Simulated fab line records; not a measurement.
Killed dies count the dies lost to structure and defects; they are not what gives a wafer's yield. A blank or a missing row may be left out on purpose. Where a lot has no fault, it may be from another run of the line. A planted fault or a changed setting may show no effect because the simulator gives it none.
Which tool was responsible? -- flow sky130 -- Sampling: 13 lots, 39 wafers, 2 of 708 route steps

WHAT THE GAUGES SHOWED, per wafer
SKY_SONOS_ONO_THK_MEAS_03. Usual: SONOS_ONO_CVD_02_THK typically reads 10.51 nm, with standard deviation 0.14.
lot,measured,on,SONOS_ONO_CVD_02_THK (nm),flag
L388,day 11 07:18,filmMetro-01,10.71 10.51 10.55,
L389,day 11 22:02,filmMetro-04,10.27 10.44 10.50,
L390,day 12 06:23,filmMetro-04,10.30 10.51 10.51,
L391,day 12 08:38,filmMetro-01,10.37 10.38 10.19,
L393,day 14 08:44,filmMetro-04,10.72 10.63 10.73,
L394,day 14 08:46,filmMetro-01,10.68 10.56 10.50,
L402,day 17 06:56,filmMetro-01,10.62 10.75 10.83,
L404,day 17 12:29,filmMetro-03,10.45 10.50 10.59,
L403,day 17 12:28,filmMetro-04,10.34 10.44 10.34,
L405,day 18 02:57,filmMetro-04,10.52 10.42 10.50,
L406,day 18 02:57,filmMetro-03,10.57 10.75 10.59,
L409,day 18 22:17,filmMetro-01,10.66 10.65 10.41,
L411,day 19 07:52,filmMetro-04,10.25 10.33 10.43,

WHAT TOOL EACH LOT RAN ON (gives the tool, then ch and the chambers of the sampled wafers, and finally the start)
lot,SKY_PWDE_HMDS_01
L388,"lithoTrack-04 ch 0, day 3 12:05"
L389,"lithoTrack-03 ch 0, day 3 19:28"
L390,"lithoTrack-03 ch 0, day 4 02:10"
L391,"lithoTrack-04 ch 0, day 4 02:32"
L393,"lithoTrack-01 ch 0, day 5 10:47"
L394,"lithoTrack-03 ch 0, day 5 11:16"
L402,"lithoTrack-03 ch 0, day 7 08:37"
L404,"lithoTrack-03 ch 0, day 7 13:31"
L403,"lithoTrack-04 ch 0, day 7 14:05"
L405,"lithoTrack-01 ch 0, day 7 22:52"
L406,"lithoTrack-01 ch 0, day 7 23:31"
L409,"lithoTrack-01 ch 0, day 8 12:28"
L411,"lithoTrack-04 ch 0, day 8 21:44"
- SKY_PWDE_HMDS_01: prime time 60 s.

WHAT THE TOOLS THEMSELVES READ (means of the sampled wafers that have a number; where no wafer has one, the mark that the record gives instead)
SKY_PWDE_HMDS_01. Usual: primeTempC at 120.02 C, with a standard deviation of 0.13.
lot,tool,primeTempC (C),flag
L388,lithoTrack-04,120.12,
L389,lithoTrack-03,120.08,
L390,lithoTrack-03,120.07,
L391,lithoTrack-04,120.05,
L393,lithoTrack-01,120.18,
L394,lithoTrack-03,119.91,
L402,lithoTrack-03,113.89,OFF
L404,lithoTrack-03,113.86,OFF
L403,lithoTrack-04,120.16,
L405,lithoTrack-01,120.11,
L406,lithoTrack-01,119.83,
L409,lithoTrack-01,119.85,
L411,lithoTrack-04,119.89,

THE ANSWER, worked out from the rows above alone
Rule: take the mean of a lot's wafers that have a number; if it is more than 3 standard deviations from the usual mean, the lot is off. A lot without any number at a reading at which 4 lots or more have one is off too. All remaining lots with rows at the step are treated as sound. After the gauges, taken in route order, come the tools' own readings; for these a lot's mean is taken, as printed above. The first step at which some lot is off is used, and at that step the reading that is off furthest; a lot without a number counts as furthest.
Off: L402, L404, at SKY_PWDE_HMDS_01 (primeTempC).
If a tool, at that step or one of the process steps before it, ran each lot that is off and ran no sound lot following the first of them, it fits. One candidate fits, namely lithoTrack-03 at SKY_PWDE_HMDS_01. Its last sound lot is L394 (day 5 11:16), its first lot that is off L402 (day 7 08:37): a fault that began between those two fits.
On the lots that are off, the tool's own readings at SKY_PWDE_HMDS_01 differ by more than 5 times the standard deviation of the sound lots' means, which bears it out; primeTempC reads 113.88 C there versus 120.02 C on the sound lots.

WHAT HAD BEEN PUT IN BY THE SIMULATOR
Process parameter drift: lithoTrack-03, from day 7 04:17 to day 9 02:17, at SKY_PWDE_HMDS_01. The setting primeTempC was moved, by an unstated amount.
Shown lots that were struck: L402, L404. This agrees with what the rule above found.
